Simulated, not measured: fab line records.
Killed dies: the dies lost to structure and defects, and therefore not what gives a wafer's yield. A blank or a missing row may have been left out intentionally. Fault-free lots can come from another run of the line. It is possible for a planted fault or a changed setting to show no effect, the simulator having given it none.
fab line records :: flow sky130 :: part 2 of 2: steps 25 to 37 of 37
record:
  lots: 5
  wafers: 15
  last-day: 49
route steps=708 shown FIELD_ISO@13 NWELL@32 DNWELL@35 PWDE@45
lots that met no fault: from a run of the same line without faults
start-h: hours from the record's first day to the start of the lot's first wafer shown :: wait-h: how many hours have passed since the lot's step before this one :: " same as the row above :: L1.1+2: several wafers, shown together as one row :: - no value present, or no start provided :: * or withheld: withheld :: < > ~ a bound
route shown NAME@n: a module of which the file shows steps, and the number in the route of the first :: usual: mean/standard deviation taken from wafers without a fault :: same: alike in all rows :: chamber/n: place in a boat :: sites: each site's reading :: _std_site: the values' standard deviation :: _edge_site: outer sites' mean less inner sites' :: radius-mm: how far each site lies from the wafer's centre :: mask NAME#n: copy n :: behind: the last tool/chamber to shape the wafer :: hold: why the lot went on hold/how many hours it stayed there/how the hold came to an end :: device: whichever transistor did not switch (one of n, p or np) :: end of line: tests run on the same wafers once the route is complete :: a step without rows: its recipe alone :: killed: count of dies lost to structure and defects at first sort (not the wafer's yield) :: map: shows each die of a wafer: x if killed, . if not, _ if none is there
set.NAME: setting as actually run; set.NAME@STEP: the setting as run at that earlier step :: model.NAME: the simulator's own value behind a step, which no gauge read
lots at some steps of the route; a table a step, a row a wafer
services: when a tool's chamber went out of use (start-h, in hours from the record's first day, below 0 if earlier), for how many hours, and the reason
== steps ==
step: SKY_DNWELL_COAT_02
recipe:
  spin-rpm: 2000
  resist-thk-nm: 3000
usual:
  dispense-pressure-kPa: 50/3.6
  spin-speed-rpm: 2000.0/1.3
lot.wafer: L077.4
tool: litho-track-01
chamber: 0
start-h: 61.01
wait-h: 0.1
dispense-pressure-kPa: 55
spin-speed-rpm: 2001.0

lot.wafer: L077.5
tool: litho-track-01
chamber: 0
start-h: 61.01
wait-h: 0.1
dispense-pressure-kPa: 55
spin-speed-rpm: 2000.3

lot.wafer: L077.6
tool: litho-track-01
chamber: 0
start-h: 61.01
wait-h: 0.1
dispense-pressure-kPa: 55
spin-speed-rpm: 2000.3

lot.wafer: L078.1
tool: litho-track-02
chamber: 0
start-h: 65.72
wait-h: 0.1
dispense-pressure-kPa: 47
spin-speed-rpm: 2001.8

lot.wafer: L078.3
tool: litho-track-02
chamber: 0
start-h: 65.72
wait-h: 0.1
dispense-pressure-kPa: 47
spin-speed-rpm: 1999.5

lot.wafer: L078.6
tool: litho-track-02
chamber: 0
start-h: 65.72
wait-h: 0.1
dispense-pressure-kPa: 47
spin-speed-rpm: 2000.6

lot.wafer: L084.2
tool: litho-track-04
chamber: 0
start-h: 97.14
wait-h: 0.1
dispense-pressure-kPa: 48
spin-speed-rpm: 1998.4

lot.wafer: L084.3
tool: litho-track-04
chamber: 0
start-h: 97.14
wait-h: 0.1
dispense-pressure-kPa: 48
spin-speed-rpm: 1999.9

lot.wafer: L084.5
tool: litho-track-04
chamber: 0
start-h: 97.14
wait-h: 0.1
dispense-pressure-kPa: 48
spin-speed-rpm: 1998.8

lot.wafer: L091.1
tool: litho-track-02
chamber: 0
start-h: 133.97
wait-h: 0.1
dispense-pressure-kPa: 47
spin-speed-rpm: 2002.2

lot.wafer: L091.2
tool: litho-track-02
chamber: 0
start-h: 133.97
wait-h: 0.1
dispense-pressure-kPa: 47
spin-speed-rpm: 2000.9

lot.wafer: L091.3
tool: litho-track-02
chamber: 0
start-h: 133.97
wait-h: 0.1
dispense-pressure-kPa: 47
spin-speed-rpm: 2000.6

lot.wafer: L093.2
tool: litho-track-04
chamber: 0
start-h: 146.24
wait-h: 0.1
dispense-pressure-kPa: 48
spin-speed-rpm: 2000.9

lot.wafer: L093.3
tool: litho-track-04
chamber: 0
start-h: 146.24
wait-h: 0.1
dispense-pressure-kPa: 48
spin-speed-rpm: 2000.6

lot.wafer: L093.6
tool: litho-track-04
chamber: 0
start-h: 146.24
wait-h: 0.1
dispense-pressure-kPa: 48
spin-speed-rpm: 2000.1
step: SKY_DNWELL_SOFTBAKE_03
recipe:
  temp-c: 110
  time-s: withheld
lot.wafer: L077.4+5+6
tool: litho-track-01
chamber: 0
start-h: 61.19
wait-h: 0.1

lot.wafer: L078.1+3+6
tool: litho-track-02
chamber: 0
start-h: 65.87
wait-h: 0.1

lot.wafer: L084.2+3+5
tool: litho-track-04
chamber: 0
start-h: 97.30
wait-h: 0.1

lot.wafer: L091.1+2+3
tool: litho-track-02
chamber: 0
start-h: 134.12
wait-h: 0.1

lot.wafer: L093.2+3+6
tool: litho-track-04
chamber: 0
start-h: 146.40
wait-h: 0.1
step: SKY_DNWELL_EXPOSE_04
recipe:
  mask-id: DNM
  na: 0.57
  target-cd-nm: 3000
  dose-mj: 222
usual:
  focus-offset-nm: 0.1/0.54
  stage-vel-mm-s: 500.03/0.22
same:
  na: 0.57
lot.wafer: L077.4
tool: iline-stepper-01
chamber: 0
start-h: -
wait-h: -
mask: DNM#0
focus-offset-nm: 0.3
stage-vel-mm-s: 500.22

lot.wafer: L077.5
tool: iline-stepper-01
chamber: 0
start-h: -
wait-h: -
mask: DNM#0
focus-offset-nm: 0.2
stage-vel-mm-s: 500.27

lot.wafer: L077.6
tool: iline-stepper-01
chamber: 0
start-h: -
wait-h: -
mask: DNM#0
focus-offset-nm: -0.1
stage-vel-mm-s: 500.16

lot.wafer: L078.1
tool: iline-stepper-01
chamber: 0
start-h: -
wait-h: -
mask: DNM#0
focus-offset-nm: 0.4
stage-vel-mm-s: 500.24

lot.wafer: L078.3
tool: iline-stepper-01
chamber: 0
start-h: -
wait-h: -
mask: DNM#0
focus-offset-nm: 0.3
stage-vel-mm-s: 499.87

lot.wafer: L078.6
tool: iline-stepper-01
chamber: 0
start-h: -
wait-h: -
mask: DNM#0
focus-offset-nm: 0.3
stage-vel-mm-s: 499.82

lot.wafer: L084.2
tool: iline-stepper-01
chamber: 0
start-h: -
wait-h: -
mask: DNM#0
focus-offset-nm: 1.3
stage-vel-mm-s: 500.07

lot.wafer: L084.3
tool: iline-stepper-01
chamber: 0
start-h: -
wait-h: -
mask: DNM#0
focus-offset-nm: 0.5
stage-vel-mm-s: 500.16

lot.wafer: L084.5
tool: iline-stepper-01
chamber: 0
start-h: -
wait-h: -
mask: DNM#0
focus-offset-nm: 1.1
stage-vel-mm-s: 499.93

lot.wafer: L091.1
tool: iline-stepper-02
chamber: 0
start-h: -
wait-h: -
mask: DNM#0
focus-offset-nm: -0.3
stage-vel-mm-s: 499.61

lot.wafer: L091.2
tool: iline-stepper-02
chamber: 0
start-h: -
wait-h: -
mask: DNM#0
focus-offset-nm: -0.6
stage-vel-mm-s: 499.90

lot.wafer: L091.3
tool: iline-stepper-02
chamber: 0
start-h: -
wait-h: -
mask: DNM#0
focus-offset-nm: -0.5
stage-vel-mm-s: 500.00

lot.wafer: L093.2
tool: iline-stepper-02
chamber: 0
start-h: -
wait-h: -
mask: DNM#0
focus-offset-nm: -0.4
stage-vel-mm-s: 499.94

lot.wafer: L093.3
tool: iline-stepper-02
chamber: 0
start-h: -
wait-h: -
mask: DNM#0
focus-offset-nm: -0.7
stage-vel-mm-s: 499.44

lot.wafer: L093.6
tool: iline-stepper-02
chamber: 0
start-h: -
wait-h: -
mask: DNM#0
focus-offset-nm: -0.1
stage-vel-mm-s: 499.52
step: SKY_DNWELL_PEB_05
recipe:
  temp-c: 115
  time-s: withheld
lot.wafer: L077.4+5+6
tool: litho-track-01
chamber: 0
start-h: -
wait-h: -

lot.wafer: L078.1+3+6
tool: litho-track-04
chamber: 0
start-h: -
wait-h: -

lot.wafer: L084.2+3+5
tool: litho-track-04
chamber: 0
start-h: -
wait-h: -

lot.wafer: L091.1+2+3
tool: litho-track-01
chamber: 0
start-h: -
wait-h: -

lot.wafer: L093.2+3+6
tool: litho-track-04
chamber: 0
start-h: -
wait-h: -
step: SKY_DNWELL_DEVELOP_06
recipe:
  wall-angle-deg: 90
  developer: TMAH
  develop-time-s: 60
  dev-temp-c: 23
lot.wafer: L077.4+5+6
tool: litho-track-01
chamber: 0
start-h: -
wait-h: -

lot.wafer: L078.1+3+6
tool: litho-track-04
chamber: 0
start-h: -
wait-h: -

lot.wafer: L084.2+3+5
tool: litho-track-04
chamber: 0
start-h: -
wait-h: -

lot.wafer: L091.1+2+3
tool: litho-track-01
chamber: 0
start-h: -
wait-h: -

lot.wafer: L093.2+3+6
tool: litho-track-04
chamber: 0
start-h: -
wait-h: -
step: SKY_DNWELL_IMPLANT_07
recipe:
  species: P
  energy-kev: withheld
  dose-cm2: withheld
  tilt-deg: withheld
lot.wafer: L077.4+5+6
tool: implanter-02
chamber: 0
start-h: 69.86
wait-h: -

lot.wafer: L078.1+3+6
tool: implanter-01
chamber: 0
start-h: 74.21
wait-h: -

lot.wafer: L084.2+3+5
tool: implanter-01
chamber: 0
start-h: 106.19
wait-h: -

lot.wafer: L091.1+2+3
tool: implanter-01
chamber: 0
start-h: 144.09
wait-h: -

lot.wafer: L093.2+3+6
tool: implanter-01
chamber: 0
start-h: 155.36
wait-h: -
step: SKY_DNWELL_STRIP_08
recipe:
  chemistry: O2/N2
  power-w: 1400
  pressure-mtorr: 1500
  platen-temp-c: withheld
  o2-flow-sccm: 3000
  n2-flow-sccm: 300
  overash-fraction: 0.5
usual:
  drypump-motor-current-A: 6.00/0.29
  o2-flow-sccm: 3001/9.2
  oes-product-au: 0.723/0.0046
  strip-time-to-endpoint-s: 36.94/0.12
lot.wafer: L077.4
tool: plasma-asher-02
chamber: 0
start-h: 69.97
wait-h: 0.1
drypump-motor-current-A: 6.38
o2-flow-sccm: 3008
oes-product-au: 0.726
rf-hours-counter-h: -
strip-time-to-endpoint-s: 36.94

lot.wafer: L077.5
tool: plasma-asher-02
chamber: 1
start-h: 69.97
wait-h: 0.1
drypump-motor-current-A: 5.53
o2-flow-sccm: 3001
oes-product-au: 0.718
rf-hours-counter-h: -
strip-time-to-endpoint-s: 37.01

lot.wafer: L077.6
tool: plasma-asher-02
chamber: 0
start-h: 69.97
wait-h: 0.1
drypump-motor-current-A: 6.39
o2-flow-sccm: 3004
oes-product-au: 0.726
rf-hours-counter-h: -
strip-time-to-endpoint-s: 37.00

lot.wafer: L078.1
tool: plasma-asher-04
chamber: 0
start-h: 74.36
wait-h: 0.1
drypump-motor-current-A: 6.06
o2-flow-sccm: 3004
oes-product-au: 0.719
rf-hours-counter-h: 28
strip-time-to-endpoint-s: 37.08

lot.wafer: L078.3
tool: plasma-asher-04
chamber: 0
start-h: 74.36
wait-h: 0.1
drypump-motor-current-A: 6.08
o2-flow-sccm: 2999
oes-product-au: 0.729
rf-hours-counter-h: -
strip-time-to-endpoint-s: 37.03

lot.wafer: L078.6
tool: plasma-asher-04
chamber: 0
start-h: 74.36
wait-h: 0.1
drypump-motor-current-A: 6.06
o2-flow-sccm: 2990
oes-product-au: 0.726
rf-hours-counter-h: -
strip-time-to-endpoint-s: 36.99

lot.wafer: L084.2
tool: plasma-asher-02
chamber: 1
start-h: 106.31
wait-h: 0.1
drypump-motor-current-A: 5.53
o2-flow-sccm: 3012
oes-product-au: 0.729
rf-hours-counter-h: 40
strip-time-to-endpoint-s: 37.04

lot.wafer: L084.3
tool: plasma-asher-02
chamber: 0
start-h: 106.31
wait-h: 0.1
drypump-motor-current-A: 6.38
o2-flow-sccm: 2995
oes-product-au: 0.721
rf-hours-counter-h: -
strip-time-to-endpoint-s: 37.10

lot.wafer: L084.5
tool: plasma-asher-02
chamber: 0
start-h: 106.31
wait-h: 0.1
drypump-motor-current-A: 6.38
o2-flow-sccm: 2991
oes-product-au: 0.721
rf-hours-counter-h: -
strip-time-to-endpoint-s: 37.18

lot.wafer: L091.1
tool: plasma-asher-04
chamber: 1
start-h: 144.25
wait-h: 0.1
drypump-motor-current-A: 5.98
o2-flow-sccm: 3007
oes-product-au: 0.722
rf-hours-counter-h: 33
strip-time-to-endpoint-s: 36.71

lot.wafer: L091.2
tool: plasma-asher-04
chamber: 0
start-h: 144.25
wait-h: 0.1
drypump-motor-current-A: 6.06
o2-flow-sccm: 3014
oes-product-au: 0.718
rf-hours-counter-h: 33
strip-time-to-endpoint-s: 36.86

lot.wafer: L091.3
tool: plasma-asher-04
chamber: 0
start-h: 144.25
wait-h: 0.1
drypump-motor-current-A: 6.06
o2-flow-sccm: 3003
oes-product-au: 0.724
rf-hours-counter-h: -
strip-time-to-endpoint-s: 36.77

lot.wafer: L093.2
tool: plasma-asher-02
chamber: 1
start-h: 155.61
wait-h: 0.2
drypump-motor-current-A: 5.52
o2-flow-sccm: 2997
oes-product-au: 0.723
rf-hours-counter-h: 46
strip-time-to-endpoint-s: 36.87

lot.wafer: L093.3
tool: plasma-asher-02
chamber: 0
start-h: 155.61
wait-h: 0.2
drypump-motor-current-A: 6.35
o2-flow-sccm: 2996
oes-product-au: 0.711
rf-hours-counter-h: -
strip-time-to-endpoint-s: 36.87

lot.wafer: L093.6
tool: plasma-asher-02
chamber: 1
start-h: 155.61
wait-h: 0.2
drypump-motor-current-A: 5.51
o2-flow-sccm: 2987
oes-product-au: 0.728
rf-hours-counter-h: -
strip-time-to-endpoint-s: 36.82
step: SKY_DNWELL_TW_MEAS_09
usual:
  DNWELL_TW: 1123/12
lot.wafer: L077.4
tool: film-metro-02
chamber: -
start-h: 70.07
wait-h: 0.1
DNWELL_TW: 1113

lot.wafer: L077.5
tool: film-metro-02
chamber: -
start-h: 70.07
wait-h: 0.1
DNWELL_TW: 1109

lot.wafer: L077.6
tool: film-metro-02
chamber: -
start-h: 70.07
wait-h: 0.1
DNWELL_TW: 1114

lot.wafer: L078.1
tool: film-metro-01
chamber: -
start-h: 74.46
wait-h: 0.1
DNWELL_TW: 1144

lot.wafer: L078.3
tool: film-metro-01
chamber: -
start-h: 74.46
wait-h: 0.1
DNWELL_TW: 1137

lot.wafer: L078.6
tool: film-metro-01
chamber: -
start-h: 74.46
wait-h: 0.1
DNWELL_TW: 1132

lot.wafer: L084.2
tool: film-metro-01
chamber: -
start-h: 106.42
wait-h: 0.1
DNWELL_TW: 1138

lot.wafer: L084.3
tool: film-metro-01
chamber: -
start-h: 106.42
wait-h: 0.1
DNWELL_TW: 1134

lot.wafer: L084.5
tool: film-metro-01
chamber: -
start-h: 106.42
wait-h: 0.1
DNWELL_TW: 1140

lot.wafer: L091.1
tool: film-metro-01
chamber: -
start-h: 144.35
wait-h: 0.1
DNWELL_TW: 1140

lot.wafer: L091.2
tool: film-metro-01
chamber: -
start-h: 144.35
wait-h: 0.1
DNWELL_TW: 1143

lot.wafer: L091.3
tool: film-metro-01
chamber: -
start-h: 144.35
wait-h: 0.1
DNWELL_TW: 1146

lot.wafer: L093.2
tool: film-metro-02
chamber: -
start-h: 155.72
wait-h: 0.1
DNWELL_TW: 1124

lot.wafer: L093.3
tool: film-metro-02
chamber: -
start-h: 155.72
wait-h: 0.1
DNWELL_TW: 1120

lot.wafer: L093.6
tool: film-metro-02
chamber: -
start-h: 155.72
wait-h: 0.1
DNWELL_TW: 1121
step: SKY_PWDE_DEHYDRATE_00
recipe:
  temp-c: 200
  time-s: 60
lot.wafer: L077.4+5+6
tool: litho-track-02
chamber: 0
start-h: 76.85
wait-h: 6.8

lot.wafer: L078.1+3+6
tool: litho-track-04
chamber: 0
start-h: 81.26
wait-h: 6.8

lot.wafer: L084.2+3+5
tool: litho-track-04
chamber: 0
start-h: 114.59
wait-h: 8.2

lot.wafer: L091.1+2+3
tool: litho-track-02
chamber: 0
start-h: 153.12
wait-h: 8.8

lot.wafer: L093.2+3+6
tool: litho-track-03
chamber: 0
start-h: 164.69
wait-h: 9.0
step: SKY_PWDE_HMDS_01
recipe:
  prime-time-s: 60
  prime-temp-c: 120
lot.wafer: L077.4+5+6
tool: litho-track-02
chamber: 0
start-h: 77.00
wait-h: 0.1

lot.wafer: L078.1+3+6
tool: litho-track-04
chamber: 0
start-h: 81.41
wait-h: 0.1

lot.wafer: L084.2+3+5
tool: litho-track-04
chamber: 0
start-h: 114.74
wait-h: 0.1

lot.wafer: L091.1+2+3
tool: litho-track-02
chamber: 0
start-h: 153.27
wait-h: 0.1

lot.wafer: L093.2+3+6
tool: litho-track-03
chamber: 0
start-h: 164.84
wait-h: 0.1
step: SKY_PWDE_COAT_02
recipe:
  spin-rpm: 1972
  resist-thk-nm: 3000
usual:
  dispense-pressure-kPa: 48.5/1.4
  spin-speed-rpm: 1971.9/1.3
lot.wafer: L077.4
tool: litho-track-02
chamber: 0
start-h: 77.15
wait-h: 0.1
dispense-pressure-kPa: 47.3
spin-speed-rpm: 1971.3

lot.wafer: L077.5
tool: litho-track-02
chamber: 0
start-h: 77.15
wait-h: 0.1
dispense-pressure-kPa: 47.3
spin-speed-rpm: 1971.3

lot.wafer: L077.6
tool: litho-track-02
chamber: 0
start-h: 77.15
wait-h: 0.1
dispense-pressure-kPa: 47.3
spin-speed-rpm: 1973.4

lot.wafer: L078.1
tool: litho-track-04
chamber: 0
start-h: 81.56
wait-h: 0.1
dispense-pressure-kPa: 48.2
spin-speed-rpm: 1973.2

lot.wafer: L078.3
tool: litho-track-04
chamber: 0
start-h: 81.56
wait-h: 0.1
dispense-pressure-kPa: 48.2
spin-speed-rpm: 1970.1

lot.wafer: L078.6
tool: litho-track-04
chamber: 0
start-h: 81.56
wait-h: 0.1
dispense-pressure-kPa: 48.2
spin-speed-rpm: 1972.4

lot.wafer: L084.2
tool: litho-track-04
chamber: 0
start-h: 114.89
wait-h: 0.1
dispense-pressure-kPa: 48.2
spin-speed-rpm: 1971.3

lot.wafer: L084.3
tool: litho-track-04
chamber: 0
start-h: 114.89
wait-h: 0.1
dispense-pressure-kPa: 48.2
spin-speed-rpm: 1972.3

lot.wafer: L084.5
tool: litho-track-04
chamber: 0
start-h: 114.89
wait-h: 0.1
dispense-pressure-kPa: 48.2
spin-speed-rpm: 1970.9

lot.wafer: L091.1
tool: litho-track-02
chamber: 0
start-h: 153.42
wait-h: 0.1
dispense-pressure-kPa: 47.2
spin-speed-rpm: 1972.4

lot.wafer: L091.2
tool: litho-track-02
chamber: 0
start-h: 153.42
wait-h: 0.1
dispense-pressure-kPa: 47.3
spin-speed-rpm: 1973.9

lot.wafer: L091.3
tool: litho-track-02
chamber: 0
start-h: 153.42
wait-h: 0.1
dispense-pressure-kPa: 47.3
spin-speed-rpm: 1974.4

lot.wafer: L093.2
tool: litho-track-03
chamber: 0
start-h: 164.99
wait-h: 0.1
dispense-pressure-kPa: 50.9
spin-speed-rpm: 1972.7

lot.wafer: L093.3
tool: litho-track-03
chamber: 0
start-h: 164.99
wait-h: 0.1
dispense-pressure-kPa: 50.9
spin-speed-rpm: 1974.0

lot.wafer: L093.6
tool: litho-track-03
chamber: 0
start-h: 164.99
wait-h: 0.1
dispense-pressure-kPa: 50.9
spin-speed-rpm: 1972.1
step: SKY_PWDE_SOFTBAKE_03
recipe:
  temp-c: 110
  time-s: withheld
lot.wafer: L077.4+5+6
tool: litho-track-02
chamber: 0
start-h: 77.32
wait-h: 0.1

lot.wafer: L078.1+3+6
tool: litho-track-04
chamber: 0
start-h: 81.71
wait-h: 0.1

lot.wafer: L084.2+3+5
tool: litho-track-04
chamber: 0
start-h: 115.05
wait-h: 0.1

lot.wafer: L091.1+2+3
tool: litho-track-02
chamber: 0
start-h: 153.57
wait-h: 0.1

lot.wafer: L093.2+3+6
tool: litho-track-03
chamber: 0
start-h: 165.15
wait-h: 0.1
step: SKY_PWDE_EXPOSE_04
recipe:
  mask-id: PWDEM
  na: 0.6
  source-shape: conventional
  sigma-outer: 0.6
  polarization: unpolarized
  target-cd-nm: 840
  dose-mj: 214
usual:
  focus-offset-nm: 0.0/0.54
  stage-vel-mm-s: 500.02/0.24
same:
  na: 0.6
lot.wafer: L077.4
tool: iline-stepper-02
chamber: 0
start-h: -
wait-h: -
mask: PWDEM#0
focus-offset-nm: 0.8
stage-vel-mm-s: 500.10

lot.wafer: L077.5
tool: iline-stepper-02
chamber: 0
start-h: -
wait-h: -
mask: PWDEM#0
focus-offset-nm: 0.8
stage-vel-mm-s: 500.19

lot.wafer: L077.6
tool: iline-stepper-02
chamber: 0
start-h: -
wait-h: -
mask: PWDEM#0
focus-offset-nm: 0.7
stage-vel-mm-s: 499.89

lot.wafer: L078.1
tool: iline-stepper-02
chamber: 0
start-h: -
wait-h: -
mask: PWDEM#0
focus-offset-nm: -0.3
stage-vel-mm-s: 499.93

lot.wafer: L078.3
tool: iline-stepper-02
chamber: 0
start-h: -
wait-h: -
mask: PWDEM#0
focus-offset-nm: -0.2
stage-vel-mm-s: 499.86

lot.wafer: L078.6
tool: iline-stepper-02
chamber: 0
start-h: -
wait-h: -
mask: PWDEM#0
focus-offset-nm: 0.0
stage-vel-mm-s: 499.79

lot.wafer: L084.2
tool: iline-stepper-02
chamber: 0
start-h: -
wait-h: -
mask: PWDEM#0
focus-offset-nm: -0.7
stage-vel-mm-s: 499.87

lot.wafer: L084.3
tool: iline-stepper-02
chamber: 0
start-h: -
wait-h: -
mask: PWDEM#0
focus-offset-nm: -0.5
stage-vel-mm-s: 499.83

lot.wafer: L084.5
tool: iline-stepper-02
chamber: 0
start-h: -
wait-h: -
mask: PWDEM#0
focus-offset-nm: 0.7
stage-vel-mm-s: 499.74

lot.wafer: L091.1
tool: iline-stepper-01
chamber: 0
start-h: -
wait-h: -
mask: PWDEM#0
focus-offset-nm: -0.2
stage-vel-mm-s: 500.17

lot.wafer: L091.2
tool: iline-stepper-01
chamber: 0
start-h: -
wait-h: -
mask: PWDEM#0
focus-offset-nm: 0.0
stage-vel-mm-s: 500.05

lot.wafer: L091.3
tool: iline-stepper-01
chamber: 0
start-h: -
wait-h: -
mask: PWDEM#0
focus-offset-nm: 0.1
stage-vel-mm-s: 499.76

lot.wafer: L093.2
tool: iline-stepper-02
chamber: 0
start-h: -
wait-h: -
mask: PWDEM#0
focus-offset-nm: -0.6
stage-vel-mm-s: 500.40

lot.wafer: L093.3
tool: iline-stepper-02
chamber: 0
start-h: -
wait-h: -
mask: PWDEM#0
focus-offset-nm: 0.2
stage-vel-mm-s: 499.93

lot.wafer: L093.6
tool: iline-stepper-02
chamber: 0
start-h: -
wait-h: -
mask: PWDEM#0
focus-offset-nm: 0.4
stage-vel-mm-s: 499.98
== services ==
tool: furnace-01
chamber: -
start-h: 31.90
hours: 2.9
kind: pm

tool: rie-si-02
chamber: 0
start-h: 44.57
hours: 1.9
kind: repair

tool: wet-bench-01
chamber: -
start-h: 45.68
hours: 5.9
kind: repair

tool: rie-diel-04
chamber: 2
start-h: 47.33
hours: 10.9
kind: repair

tool: plasma-asher-02
chamber: -
start-h: 55.25
hours: 14.6
kind: pm

tool: cmp-01
chamber: -
start-h: 64.00
hours: 4.0
kind: pm

tool: hdpcvd-01
chamber: -
start-h: 66.75
hours: 15.0
kind: pm

tool: hdpcvd-02
chamber: -
start-h: 67.92
hours: 0.4
kind: repair

tool: implanter-01
chamber: -
start-h: 77.05
hours: 1.6
kind: repair

tool: plasma-asher-04
chamber: -
start-h: 87.45
hours: 26.7
kind: repair

tool: rie-diel-02
chamber: -
start-h: 87.94
hours: 7.6
kind: repair

tool: plasma-asher-04
chamber: -
start-h: 102.64
hours: 3.3
kind: repair

tool: furnace-02
chamber: -
start-h: 105.57
hours: 2.8
kind: pm

tool: rie-si-01
chamber: -
start-h: 106.89
hours: 0.1
kind: repair

tool: rie-diel-04
chamber: 2
start-h: 116.36
hours: 7.7
kind: repair

tool: cmp-01
chamber: -
start-h: 120.72
hours: 0.2
kind: repair

tool: rie-diel-02
chamber: 3
start-h: 122.65
hours: 9.1
kind: repair

tool: rie-si-01
chamber: 2
start-h: 122.69
hours: 2.1
kind: repair

tool: rie-diel-02
chamber: 2
start-h: 126.24
hours: 1.7
kind: repair

tool: rie-diel-02
chamber: -
start-h: 135.97
hours: 0.4
kind: repair

tool: plasma-asher-02
chamber: -
start-h: 141.49
hours: 2.5
kind: repair

tool: furnace-02
chamber: -
start-h: 152.70
hours: 3.8
kind: pm

tool: furnace-01
chamber: -
start-h: 157.78
hours: 15.3
kind: pm

tool: rie-diel-04
chamber: 2
start-h: 161.96
hours: 4.6
kind: repair
